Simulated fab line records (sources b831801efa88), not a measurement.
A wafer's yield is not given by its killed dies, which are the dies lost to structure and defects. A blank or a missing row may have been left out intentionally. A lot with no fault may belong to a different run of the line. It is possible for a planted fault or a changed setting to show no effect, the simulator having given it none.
fab line records	flow gf180mcu
[record] lots = 7	wafers = 21	last_day = 34
route steps=602 shown V2@391
lots that met no fault: taken from a fault-free run of the same line
start_h: hours from the record's first day to the start of the lot's first wafer shown	wait_h: hours from the lot's prior step to this one	" as in the row above	L1.1+2: one row covering several wafers at once	- value missing, or start not given	* or withheld: withheld	< > ~ a bound
route shown NAME@n: NAME is a module with steps in the file, n the number in the route of the first one	usual: mean/standard deviation taken from wafers without a fault	same: alike in all rows	chamber/n: place in a boat	sites: each site's reading	_std_site: the standard deviation of these	_edge_site: mean of outer sites minus mean of inner sites	radius_mm: how far each site lies from the wafer's centre	mask NAME#n: copy n	behind: the last tool/chamber to shape the wafer	hold: reason for holding the lot/hours on hold/outcome of the hold	device: the transistor (n, p or np) that didn't switch	end of line: tests of these same wafers at the route's end	step lacking rows: just its recipe	killed: dies lost to structure and defects at the first sort, not the wafer's yield	map: shows each die of a wafer: x if killed, . if not, _ if none is there
set.NAME: the setting that was run; set.NAME@STEP: the one run at that earlier step	model.NAME: the simulator's own value behind a step, which no gauge read
lots at some steps of the route; a table a step, a row a wafer
services: the hour from which a tool's chamber was out of use, counted from the record's first day as start_h (under 0 if before that day), plus the number of hours and why
[[steps]]
[step GF_V2_COAT_09]
[recipe] resist = KrF	spin_rpm = withheld	resist_thk_nm = 1000
[step GF_V2_SOFTBAKE_10]
[recipe] temp_c = 130	time_s = 60	resist = KrF
[step GF_V2_EXPOSE_11]
[recipe] mask_id = Via2	target_cd_nm = 260	na = 0.68	source_shape = conventional	sigma_outer = 0.6	dose_mj = 38
[step GF_V2_PEB_12]
[recipe] peb_temp_c = 135	peb_time_s = 90	resist = KrF
[step GF_V2_DEVELOP_13]
[recipe] develop_time_s = 60	resist = KrF	dev_temp_c = 21
[step GF_V2_CD_MEAS_14]
[recipe] target_cd_nm = 260
[usual] cd_nm = 259.4/1.2
lot.wafer	tool	chamber	start_h	wait_h	cd_nm
L682.1	cd_sem-01	-	486.56	0.1	257.7
L682.2	"	-	"	"	259.3
L682.3	"	-	"	"	257.7
L686.2	cd_sem-01	-	529.43	0.1	259.9
L686.4	"	-	"	"	257.6
L686.5	"	-	"	"	259.4
L693.3	cd_sem-02	-	588.20	0.1	259.8
L693.4	"	-	"	"	258.9
L693.6	"	-	"	"	258.9
L694.3	cd_sem-01	-	591.87	0.1	258.6
L694.4	"	-	"	"	259.1
L694.6	"	-	"	"	258.7
L695.3	cd_sem-02	-	593.17	0.1	257.1
L695.4	"	-	"	"	255.7
L695.5	"	-	"	"	257.1
L696.2	cd_sem-02	-	607.77	0.1	259.6
L696.5	"	-	"	"	259.1
L696.6	"	-	"	"	259.7
L700.2	cd_sem-01	-	636.04	0.1	259.4
L700.3	"	-	"	"	259.8
L700.5	"	-	"	"	260.4
[step GF_V2_OVL_MEAS_15]
[usual] V2_OVL = 1/5.9
lot.wafer	tool	chamber	start_h	wait_h	V2_OVL[nm]
L682.1	overlay-01	-	486.68	0.1	-4
L682.2	"	-	"	"	-6
L682.3	"	-	"	"	-5
L686.2	overlay-02	-	529.54	0.1	-7
L686.4	"	-	"	"	0
L686.5	"	-	"	"	-5
L693.3	overlay-02	-	588.29	0.1	-3
L693.4	"	-	"	"	6
L693.6	"	-	"	"	-8
L694.3	overlay-01	-	591.96	0.1	1
L694.4	"	-	"	"	9
L694.6	"	-	"	"	5
L695.3	overlay-01	-	593.26	0.1	0
L695.4	"	-	"	"	-4
L695.5	"	-	"	"	5
L696.2	overlay-02	-	607.88	0.1	7
L696.5	"	-	"	"	4
L696.6	"	-	"	"	0
L700.2	overlay-01	-	636.15	0.1	-1
L700.3	"	-	"	"	-2
L700.5	"	-	"	"	-7
[step GF_V2_ETCH_16]
[recipe] chemistry = N2/H2	target_depth_a = withheld	overetch_a = withheld	time_s = withheld	target = BARC	ion_energy_ev = 200	source_w = 500	bias_w = 100	pressure_mtorr = 30	n2_flow_sccm = 100	h2_flow_sccm = 200
[usual] drypump_motor_current_A = 5.8/0.47	oes_product_au = 0.855/0.0049	throttle_valve_pct = 13.224/0.0088
lot.wafer	tool	chamber	start_h	wait_h	drypump_motor_current_A	oes_product_au	throttle_valve_pct
L682.1	rie_diel-04	2	486.72	0.0	6.4	0.851	13.220
L682.2	"	1	"	"	5.8	0.861	13.224
L682.3	"	0	"	"	5.9	0.854	13.225
L686.2	rie_diel-04	2	529.57	0.0	6.4	0.853	13.233
L686.4	"	1	"	"	5.8	0.851	13.231
L686.5	"	2	"	"	6.4	0.858	13.226
L693.3	rie_diel-01	3	588.32	0.0	6.4	0.852	13.217
L693.4	"	2	"	"	5.5	0.850	13.232
L693.6	"	3	"	"	6.4	0.855	13.230
L694.3	rie_diel-01	3	591.98	0.0	6.4	0.855	13.237
L694.4	"	3	"	"	6.4	0.849	13.230
L694.6	"	2	"	"	5.5	0.852	13.211
L695.3	rie_diel-04	3	593.28	0.0	6.6	0.863	13.215
L695.4	"	1	"	"	5.8	0.860	13.223
L695.5	"	3	"	"	6.6	0.856	13.227
L696.2	rie_diel-03	3	607.91	0.0	5.0	0.856	13.219
L696.5	"	0	"	"	5.8	0.861	13.214
L696.6	"	3	"	"	5.0	0.847	13.221
L700.2	rie_diel-04	1	636.18	0.0	5.9	0.857	13.218
L700.3	"	0	"	"	5.9	0.858	13.202
L700.5	"	3	"	"	6.6	0.853	13.237
[step GF_V2_ETCH_17]
[recipe] chemistry = C4F8/O2/Ar	mask_material = KrF	target = SiO2	stop_on = TiN	source_w = 1500	bias_w = 1200	pressure_mtorr = 40	c4f8_flow_sccm = withheld	O2_flow_sccm = 6	Ar_flow_sccm = 300	time_s = withheld	target_depth_a = 6300
[usual] oes_product_au = 0.856/0.0046
lot.wafer	tool	chamber	start_h	wait_h	oes_product_au
L682.1	rie_diel-04	2	-	-	0.857
L682.2	"	1	"	"	0.861
L682.3	"	0	"	"	0.863
L686.2	rie_diel-04	2	-	-	0.856
L686.4	"	1	"	"	0.854
L686.5	"	2	"	"	0.849
L693.3	rie_diel-01	3	-	-	0.853
L693.4	"	2	"	"	0.859
L693.6	"	3	"	"	0.855
L694.3	rie_diel-01	3	-	-	0.852
L694.4	"	3	"	"	0.856
L694.6	"	2	"	"	0.849
L695.3	rie_diel-04	3	-	-	0.865
L695.4	"	1	"	"	0.855
L695.5	"	3	"	"	0.854
L696.2	rie_diel-03	3	-	-	0.857
L696.5	"	0	"	"	0.858
L696.6	"	3	"	"	0.853
L700.2	rie_diel-04	1	-	-	0.856
L700.3	"	0	"	"	0.865
L700.5	"	3	"	"	0.855
[step GF_V2_STRIP_18]
[recipe] chemistry = O2/N2	power_w = 1400	pressure_mtorr = 1500	platen_temp_c = 250	o2_flow_sccm = 3000	n2_flow_sccm = 300	overash_fraction = 0.5
[usual] drypump_motor_current_A = 6.1/0.52	heater_power_w = 331/33	o2_flow_sccm = 3001/9.4	oes_product_au = 0.594/0.0048	platen_temp_c = 250.01/0.15
lot.wafer	tool	chamber	start_h	wait_h	drypump_motor_current_A	heater_power_w	o2_flow_sccm	oes_product_au	platen_temp_c	rf_hours_counter_h
L682.1	plasma_asher-01	0	486.85	-	5.7	299	2985	0.599	250.00	73
L682.2	"	1	"	"	5.9	320	3016	0.591	249.80	73
L682.3	"	1	"	"	5.9	318	3005	0.593	249.89	-
L686.2	plasma_asher-01	0	529.70	-	5.8	303	3004	0.589	250.18	78
L686.4	"	0	"	"	5.7	304	3005	0.600	250.02	-
L686.5	"	1	"	"	5.9	319	2979	0.597	250.19	-
L693.3	plasma_asher-01	0	588.48	-	5.8	311	3015	0.598	250.00	-
L693.4	"	1	"	"	5.9	325	2999	0.603	249.87	-
L693.6	"	1	"	"	5.9	326	2989	0.592	249.60	-
L694.3	plasma_asher-02	1	592.14	-	6.5	362	3009	0.598	250.07	-
L694.4	"	0	"	"	6.8	357	3002	0.591	249.90	-
L694.6	"	0	"	"	6.8	349	3004	0.592	250.11	-
L695.3	plasma_asher-02	0	593.44	-	6.8	343	3013	0.607	250.13	-
L695.4	"	1	"	"	6.5	355	3011	0.587	250.26	-
L695.5	"	0	"	"	6.8	360	3007	0.598	249.96	-
L696.2	plasma_asher-01	1	608.04	-	5.9	319	2996	0.602	250.09	87
L696.5	"	1	"	"	5.9	319	2995	0.596	249.87	-
L696.6	"	0	"	"	5.7	299	3010	0.600	250.11	-
L700.2	plasma_asher-04	0	636.31	-	5.4	259	3008	0.594	249.97	56
L700.3	"	1	"	"	5.6	346	3010	0.606	249.96	-
L700.5	"	1	"	"	5.6	349	3004	0.593	249.89	-
[step GF_V2_STRIP_19]
[recipe] chemistry = post_etch_residue_remover	time_s = 1200	temp_c = 72.5
[step GF_V2_CLEAN_20]
[recipe] chemistry = DIW	dry = n2_spin
[step GF_V2_SPUTTER_21]
[recipe] material = Ti	target_thk_nm = 15	chamber_pressure_pa = 5	power_w = 2500	substrate_temp_c = 200	time_s = 80.02
[usual] cathode_dc_power_W = 2500.0/0.42	chamber_pressure_pa = 4.999/0.0093	throttle_valve_pct = 29.7/0.97
lot.wafer	tool	chamber	start_h	wait_h	cathode_dc_power_W	chamber_pressure_pa	throttle_valve_pct
L682.1	pvd_sputter-01	-	487.38	0.0	2500.5	4.994	29.1
L682.2	"	-	"	"	2500.8	5.005	29.8
L682.3	"	-	"	"	2500.5	4.994	29.5
L686.2	pvd_sputter-03	-	530.24	0.0	2500.0	5.004	28.5
L686.4	"	-	"	"	2499.3	5.000	30.2
L686.5	"	-	"	"	2500.3	5.007	30.1
L693.3	pvd_sputter-01	-	588.99	0.0	-	-	-
L693.4	"	-	"	"	-	-	-
L693.6	"	-	"	"	-	-	-
L694.3	pvd_sputter-01	-	592.64	0.0	-	-	-
L694.4	"	-	"	"	-	-	-
L694.6	"	-	"	"	-	-	-
L695.3	pvd_sputter-01	-	593.95	0.0	-	-	-
L695.4	"	-	"	"	-	-	-
L695.5	"	-	"	"	-	-	-
L696.2	pvd_sputter-01	-	608.60	0.0	2500.6	4.997	29.9
L696.5	"	-	"	"	2499.5	4.994	28.8
L696.6	"	-	"	"	2500.4	4.993	28.5
L700.2	pvd_sputter-04	-	636.84	0.0	2500.8	5.000	30.6
L700.3	"	-	"	"	2500.6	4.999	30.2
L700.5	"	-	"	"	2499.6	5.016	30.5
[step GF_V2_SPUTTER_22]
[recipe] material = TiN	target_thk_nm = 10	chamber_pressure_pa = 5.128	power_w = 4000	time_s = 40
[usual] cathode_dc_power_W = 3999.9/0.74	chamber_pressure_pa = 5.129/0.011	throttle_valve_pct = 29.7/0.95
lot.wafer	tool	chamber	start_h	wait_h	cathode_dc_power_W	chamber_pressure_pa	throttle_valve_pct
L682.1	pvd_sputter-01	-	487.44	0.0	3998.4	5.130	29.0
L682.2	"	-	"	"	3999.9	5.116	29.9
L682.3	"	-	"	"	3998.9	5.126	29.5
L686.2	pvd_sputter-03	-	530.30	0.0	4000.6	5.139	28.6
L686.4	"	-	"	"	3999.8	5.133	30.4
L686.5	"	-	"	"	4000.1	5.138	30.2
L693.3	pvd_sputter-01	-	589.05	0.0	3999.9	5.136	29.8
L693.4	"	-	"	"	3999.6	5.107	28.7
L693.6	"	-	"	"	3998.9	5.134	29.1
L694.3	pvd_sputter-01	-	592.70	0.0	3999.0	5.146	29.2
L694.4	"	-	"	"	4001.0	5.136	29.6
L694.6	"	-	"	"	3999.5	5.126	28.9
L695.3	pvd_sputter-01	-	594.01	0.0	3999.0	5.118	29.2
L695.4	"	-	"	"	3999.2	5.145	29.7
L695.5	"	-	"	"	3999.8	5.125	28.9
L696.2	pvd_sputter-01	-	608.66	0.0	3999.7	5.137	29.8
L696.5	"	-	"	"	3999.8	5.108	28.9
L696.6	"	-	"	"	3999.5	5.122	28.4
L700.2	pvd_sputter-04	-	636.90	0.0	4000.0	5.111	30.7
L700.3	"	-	"	"	4000.5	5.115	30.0
L700.5	"	-	"	"	3999.3	5.118	30.4
[[services]]
tool	chamber	start_h	hours	kind
pvd_sputter-04	-	482.27	6.6	repair
pvd_sputter-03	-	488.34	3.2	repair
rie_diel-03	3	507.00	6.6	repair
pvd_sputter-04	-	513.08	6.4	repair
plasma_asher-04	-	525.43	10.4	pm
plasma_asher-01	-	531.23	1.0	repair
pvd_sputter-01	-	532.12	3.2	repair
plasma_asher-01	-	537.80	2.8	pm
plasma_asher-02	-	541.26	15.6	pm
rie_diel-04	-	542.24	15.6	pm
rie_diel-01	2	543.90	1.3	repair
rie_diel-03	3	547.20	6.3	repair
pvd_sputter-01	-	548.85	2.0	repair
rie_diel-01	3	556.15	5.2	repair
rie_diel-03	-	562.89	2.8	pm
rie_diel-04	3	564.57	3.1	repair
plasma_asher-04	-	571.17	4.1	repair
rie_diel-01	0	586.39	27.2	repair
rie_diel-03	-	606.55	0.5	repair
pvd_sputter-01	-	612.34	6.5	repair
rie_diel-01	1	612.87	10.1	repair
pvd_sputter-03	-	622.29	23.7	repair
pvd_sputter-01	-	623.78	6.4	repair
rie_diel-03	1	630.48	125.3	repair
[[key]]
[first_sign] step = GF_V2_SPUTTER_21	reading = tool_record	direction = missing
effect none on later readings
met_at GF_V2_SPUTTER_21
struck_wafers L693.3,L693.4,L693.6,L694.3,L694.4,L694.6,L695.3,L695.4,L695.5
later_rows_left_out L693.3,L693.4,L693.6,L694.3,L694.4,L694.6,L695.3,L695.4,L695.5
sort_left_out L693.3,L693.4,L693.6,L694.3,L694.4,L694.6,L695.3,L695.4,L695.5
onset_between 487.38 588.99
[fault] kind = skipped_step_whole	tool = pvd_sputter-01	chamber = -	onset_h = 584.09	steps = GF_V2_SPUTTER_21	scope = struck_lots_only
// sort_left_out: the simulated sort isn't trusted on such a fault, so these wafers' sort isn't shown, and their yield isn't known
// later_rows_left_out: the simulator's readings of these wafers behind a module that went badly wrong aren't trusted and aren't shown, but for the sort
